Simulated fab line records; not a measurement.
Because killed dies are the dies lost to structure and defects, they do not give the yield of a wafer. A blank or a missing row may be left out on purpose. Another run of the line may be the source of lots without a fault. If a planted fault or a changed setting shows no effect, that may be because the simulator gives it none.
Code-filled problem report in 8D (eight disciplines) form + flow sfqLine + the parts of the form that need people (team, actions taken, sign-off) are left out

== 1. WHAT WENT WRONG ==
M1_NB_RS at SFQ_M1_RS_MEAS_909 reads a mean of 1.516 ohm/sq on 2 wafers of 1 lot; wafers without a fault read 0.889 ohm/sq with a standard deviation of 0.0088. That puts it +71 standard deviations away from the usual mean.
The step: measures by four-point-probe.
First seen on wafer L460.1, day 21 20:08, on filmMetro-01. At this step, 39 wafers from 13 lots have a number in the record. Rule for "out", or "out of limits": more than 4 standard deviations from the usual mean. All remaining wafers that have a number are taken as sound.

== 2. WHAT IT IS, WHAT IT ISN'T ==
| question                    | is                | is not                                                                                 |
|-----------------------------|-------------------|----------------------------------------------------------------------------------------|
| which readings at this step | M1_NB_RS          | -                                                                                      |
| which lots                  | L460              | L450, L452, L453, L454, L456, L457, L458, L459, L468, L469, L470, L472                 |
| which wafers of those lots  | L460.1, L460.5    | L460.4                                                                                 |
| read on which gauges        | filmMetro-01      | filmMetro-03, filmMetro-04                                                             |
| when                        | from day 21 20:08 | up to then (25 sound wafers); but 12 sound wafers of L468, L469, L470, L472 came after |

== 3. SUSPECTS, AND WHAT RULES EACH OUT ==
Counting: if a tool at a process step up to the reading ran every lot that is out, it stays a suspect. Sound lots after the first of them don't rule it out here, since some wafers of a struck lot are sound.
- the gauge at SFQ_M1_RS_MEAS_909: ruled out. All the wafers that are out were read on filmMetro-01, but those of them that SFQ_TRILAYER_M1_ETCH_METAL_ETCH_042 has rows for are out there too, on other tools.
- pvdSputter-05 at SFQ_TRILAYER_M1_DEP_SPUTTER_037 (material Nb, target thk 200 nm, time 133.3 s): kept. It ran the lot that is out, L460 (day 21 20:03); its last sound lot up to then is L459 (day 20 01:28).
Left after counting: pvdSputter-05 at SFQ_TRILAYER_M1_DEP_SPUTTER_037.

== 4. THE CAUSE (what the simulator had put in) ==
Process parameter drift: pvdSputter-05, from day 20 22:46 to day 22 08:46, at SFQ_TRILAYER_M1_DEP_SPUTTER_037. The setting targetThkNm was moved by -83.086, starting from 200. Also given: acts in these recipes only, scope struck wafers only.
Only this tool survived the counting.

== 5. THE CHAIN OF EFFECTS, in route order ==
Each row: a reading whose mean over the struck wafers that have a number lies more than 3 standard deviations from the usual. Only readings whose record carries a usual standard deviation are examined. hours: median over the lots of the time between each lot's start at the first step of this table that gives one and its start at this step. sigmas: the change, counted in usual standard deviations.
| hours | step                                | reading      | usual        | on struck wafers | change | sigmas |
|-------|-------------------------------------|--------------|--------------|------------------|--------|--------|
| 0     | SFQ_M1_RS_MEAS_909                  | M1_NB_RS     | 0.889 ohm/sq | 1.516            | +0.627 | +71    |
| 163   | SFQ_TRILAYER_M1_ETCH_METAL_ETCH_042 | oesProductAu | 0.895 a.u.   | 0.683            | -0.212 | -35    |
Process steps it contains:
- SFQ_TRILAYER_M1_ETCH_METAL_ETCH_042: etches Nb in Cl2/Ar, stops on SiO2, target depth 240 nm, time 120 s.

== 6. HOW IT WOULD HAVE BEEN CAUGHT EARLIER ==
The first out-of-limits reading at a measuring or inspecting step in this record came at day 21 20:08, 21 hours after the fault's start at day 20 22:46.
No tool reading at SFQ_TRILAYER_M1_DEP_SPUTTER_037 that has a usual standard deviation in the record was out on any struck wafer, so an alarm limit of 4 standard deviations on those readings would not have fired.
All the lots that are out (1) had begun SFQ_TRILAYER_M1_DEP_SPUTTER_037 on pvdSputter-05 by day 21 20:08. Holding the tool at that point would not have protected any of them.
